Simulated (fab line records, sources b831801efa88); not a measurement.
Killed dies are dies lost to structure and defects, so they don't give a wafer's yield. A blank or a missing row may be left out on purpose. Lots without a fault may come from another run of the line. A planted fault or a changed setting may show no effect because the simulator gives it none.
A struck lot beside a sound one | flow sky130 | 25 steps out of a route of 708
Sound: wafers L971.1, L971.5, L971.6. Struck: wafers L983.1, L983.4, L983.6. The cause comes at the end.
At each step with rows: each side's tool, then ch and its chambers, then its first start. Under that, the readings that differ: sound wafers | struck wafers | difference of the means | sigmas: that difference in standard deviations of wafers without a fault.
alike: readings whose means differ by less than 2 such deviations, and words and numbers that are the same on both sides. not compared: withheld readings, readings that some wafer has no value for, bounds like >300 that may hide the same value, and numbers for which the record gives no deviation and whose values overlap.
The two part at a step that has a row with sigmas, a row that says differs or no value, or rows on one side only. Numbers that don't overlap but have no deviation are shown without sigmas and don't part them. A reading that every wafer of one side lacks parts them only if that side has two wafers or more.

first, 1 step without rows for these wafers: SKY_VIA3_SPUTTER_20 (material TiN, target thk 20 nm, time 80 s).
SKY_VIA3_CVD_21: deposits W, target thk 390 nm, time 117.31 s.
  sound on cvd_w-01 ch 0,1, day 41 20:56; struck on cvd_w-01 ch 0,1, day 46 18:51
  alike: heater_power_w
SKY_VIA3_RS_MEAS_22: measures by four-point-probe.
  sound on film_metro-03, day 41 21:04; struck on film_metro-03, day 46 18:58
  alike: VIA3_W_RS
SKY_VIA3_THK_MEAS_23: measures by xrf.
  sound on film_metro-03, day 41 21:11; struck on film_metro-03, day 46 19:05
  alike: VIA3_W_THK
then, 1 step without rows for these wafers: SKY_VIA3_CMP_24 (polishes, stops on SiO2, t overpolish 20 s, target thk 0 nm).
SKY_METAL4_SPUTTER_00: material Ti, target thk 15 nm, time 10 s.
  sound on pvd_sputter-01, day 41 21:33; struck on pvd_sputter-03, day 46 19:27
  alike: cathode_dc_power_W, chamber_pressure_pa, throttle_valve_pct
then, 1 step without rows for these wafers: SKY_METAL4_SPUTTER_01 (material TiN, target thk 20 nm, time 16.7 s).
SKY_METAL4_SPUTTER_02: material AlCu, target thk 735 nm, time 39.1 s.
  sound on pvd_sputter-01, day 41 21:35; struck on pvd_sputter-03, day 46 19:30
  alike: cathode_dc_power_W, chamber_pressure_pa, throttle_valve_pct
SKY_METAL4_SPUTTER_03: material Ti, target thk 5 nm, time 3.3 s.
  sound on pvd_sputter-01, day 41 21:38; struck on pvd_sputter-03, day 46 19:32
  alike: cathode_dc_power_W, chamber_pressure_pa, throttle_valve_pct
then, 2 steps without rows for these wafers: SKY_METAL4_SPUTTER_04 (material TiN, target thk 70 nm, time 58.3 s); SKY_CAP2M_CVD_00 (deposits SiO2, target thk 15.5 nm).
SKY_CAP2M_THK_MEAS_01:
  sound on film_metro-03, day 41 21:43; struck on film_metro-01, day 46 19:38
  alike: CAP2M_CVD_00_THK
SKY_CAP2M_SPUTTER_02: material TiN, target thk 200 nm, time 166.7 s.
  sound on pvd_sputter-03, day 41 21:47; struck on pvd_sputter-01, day 46 19:41
  no value came back on the struck wafers for cathode_dc_power_W (W), chamber_pressure_pa (Pa), throttle_valve_pct (%); on the sound wafers cathode_dc_power_W (W) reads 6498.0 6499.6 6501.4
SKY_CAP2M_RS_MEAS_03: measures by four-point-probe.
  sound on film_metro-02, day 41 21:53; struck on film_metro-03, day 46 19:48
  reading               | sound          | struck | difference                    | sigmas
  CAP2M_TIN_RS (ohm/sq) | 6.96 6.92 6.85 | - - -  | no value on the struck wafers |
SKY_CAP2M_THK_MEAS_04: measures by xrf.
  sound on film_metro-02, day 41 22:01; struck on film_metro-03, day 46 19:55
  reading            | sound             | struck         | difference | sigmas
  CAP2M_TIN_THK (nm) | 200.2 199.5 202.8 | <0.0 <0.0 <0.0 | differs    |
then, 7 steps without rows for these wafers: SKY_CAP2M_DEHYDRATE_05 (time 60 s); SKY_CAP2M_HMDS_06 (prime time 60 s); SKY_CAP2M_COAT_07 (resist thk 1140 nm); SKY_CAP2M_SOFTBAKE_08 (time 60 s); SKY_CAP2M_EXPOSE_09 (exposes mask CAP2M, target cd 1000 nm); SKY_CAP2M_PEB_10; SKY_CAP2M_DEVELOP_11 (develop time 60 s).
SKY_CAP2M_OVL_MEAS_12:
  sound on overlay-02, day 42 21:20; struck on overlay-02, day 47 14:05
  alike: CAP2M_OVL
SKY_CAP2M_METAL_ETCH_13: etches TiN in Cl2/BCl3, stops on SiO2, target depth 220 nm, time 62.9 s.
  sound on rie_metal-03 ch 0,1, day 42 21:22; struck on rie_metal-01 ch 0, day 47 14:07
  reading                | sound                | struck               | difference | sigmas
  oes_product_au (a.u.)  | 0.942 0.944 0.943    | 0.384 0.372 0.368    | -0.568     | -77
  throttle_valve_pct (%) | 21.896 21.909 21.898 | 22.246 22.262 22.259 | +0.355     | +35
  alike: bias_w, drypump_motor_current_A
  not compared: rf_hours_counter_h
SKY_CAP2M_STRIP_14: strips in O2/N2.
  sound on plasma_asher-03 ch 0,1, day 42 21:27; struck on plasma_asher-02 ch 0,1, day 47 14:17
  alike: drypump_motor_current_A, oes_product_au, strip_time_to_endpoint_s
  not compared: rf_hours_counter_h

WHERE THEY PART
First at SKY_CAP2M_SPUTTER_02; last, within this record, at SKY_CAP2M_METAL_ETCH_13. Later steps at which nothing parts them and some readings are alike: SKY_CAP2M_STRIP_14.

WHY: what the simulator had put in
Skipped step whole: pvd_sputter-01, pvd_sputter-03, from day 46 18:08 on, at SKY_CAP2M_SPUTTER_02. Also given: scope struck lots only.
